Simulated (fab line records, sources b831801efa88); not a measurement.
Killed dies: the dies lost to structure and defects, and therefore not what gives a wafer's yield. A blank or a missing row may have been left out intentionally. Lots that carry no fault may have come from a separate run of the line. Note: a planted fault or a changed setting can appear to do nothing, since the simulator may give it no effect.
One fault through the eyes of 2 desks ; flow sky130 ; only its own numbers are on each desk; what lay behind them is given at the end

FOR THE TOOL OWNER'S DESK: rieDiel-03
The tool's own readings at SKY_VIA3_ETCH_14 (etches BARC in N2/H2, stops on SiO2, time 45.9 s, target depth 60 nm): means of the sampled wafers that have a number, for each lot that ran on this tool. A lot is out of limits, marked OUT, if its mean lies more than 4 standard deviations from the usual mean; the brackets give that distance.
Columns: A = drypumpMotorCurrentA at SKY_VIA3_ETCH_14, usual 5.8 A; B = n2FlowSccm at SKY_VIA3_ETCH_14, usual 100.01 sccm; C = oesProductAu at SKY_VIA3_ETCH_14, usual 0.854 a.u.; D = rfFwdPowerW at SKY_VIA3_ETCH_14, usual 495.6 W; E = runLengthS at SKY_VIA3_ETCH_14, usual 74.3 s; F = throttleValvePct at SKY_VIA3_ETCH_14, usual 13.225 %
lot;first seen here;A;B;C;D;E;F
L926;day 40 16:41;5.7;100.21;0.853;495.0;74.3;13.218
L925;day 40 22:19;5.8;99.91;0.854;494.8;74.3;13.213
L928;day 41 05:13;5.8;99.64;0.863;496.1;74.4;13.232
L932;day 42 07:17;5.8;100.32;0.819 (-6.7) OUT;496.3;78.7 (+11) OUT;13.224
L933;day 42 10:07;5.8;100.06;0.824 (-5.7) OUT;494.5;78.4 (+10) OUT;13.217
L934;day 42 15:47;5.8;100.24;0.827 (-5.3) OUT;496.2;78.6 (+11) OUT;13.214
L944;day 45 10:31;6.0;99.95;0.855;495.6;74.5;13.229
L947;day 45 18:40;5.6;99.96;0.853;496.7;74.2;13.231
This desk's finding: out of limits on L932, L933, L934; first on L932, day 42 07:17 (oesProductAu at SKY_VIA3_ETCH_14). L926, L925, L928, L944, L947: within limits.

AT THE METROLOGY DESK
Lot by lot, what the gauges showed, no matter which tool ran the lot: averages of those sampled wafers that carry a number. A lot is out of limits, marked OUT, if its mean lies more than 4 standard deviations from the usual mean; the brackets give that distance.
Columns: A = cdNm at SKY_METAL2_CD_MEAS_15, usual 140.1 nm; B = CAPM_CVD_00_THK at SKY_CAPM_THK_MEAS_01, usual 15.43 nm
lot;first seen here;A;B
L926;day 36 08:42;138.6;15.45
L925;day 36 13:13;142.5;15.48
L928;day 36 21:19;139.5;15.36
L932;day 38 00:59;139.3;14.96
L933;day 38 03:56;140.9;15.35
L934;day 38 07:58;141.2;15.69
L939;day 39 16:07;141.1;15.50
L940;day 40 20:09;140.7;15.24
L944;day 41 08:16;140.1;15.71
L945;day 41 10:54;138.3;15.63
L947;day 41 17:00;140.0;15.59
This desk's verdict: no lot among the 11 shows anything out of limits.

ALL TOGETHER
The tool owner's desk had the chance to raise an alarm at day 42 07:17 on L932, L933, L934.
Metrology desk: nothing out of limits seen.
The metrology desk holds a record of L932, L933, L934, inside its limits.
Every lot named ran SKY_VIA3_ETCH_14 on rieDiel-03.

WHAT THE SIMULATOR HAD PUT IN
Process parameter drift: rieDiel-03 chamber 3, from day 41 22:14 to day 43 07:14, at SKY_VIA3_ETCH_14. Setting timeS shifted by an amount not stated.
Lots struck among those shown: L932, L933, L934.
Each desk's first reading out of limits, in hours after the fault started: the tool owner's desk, 9.
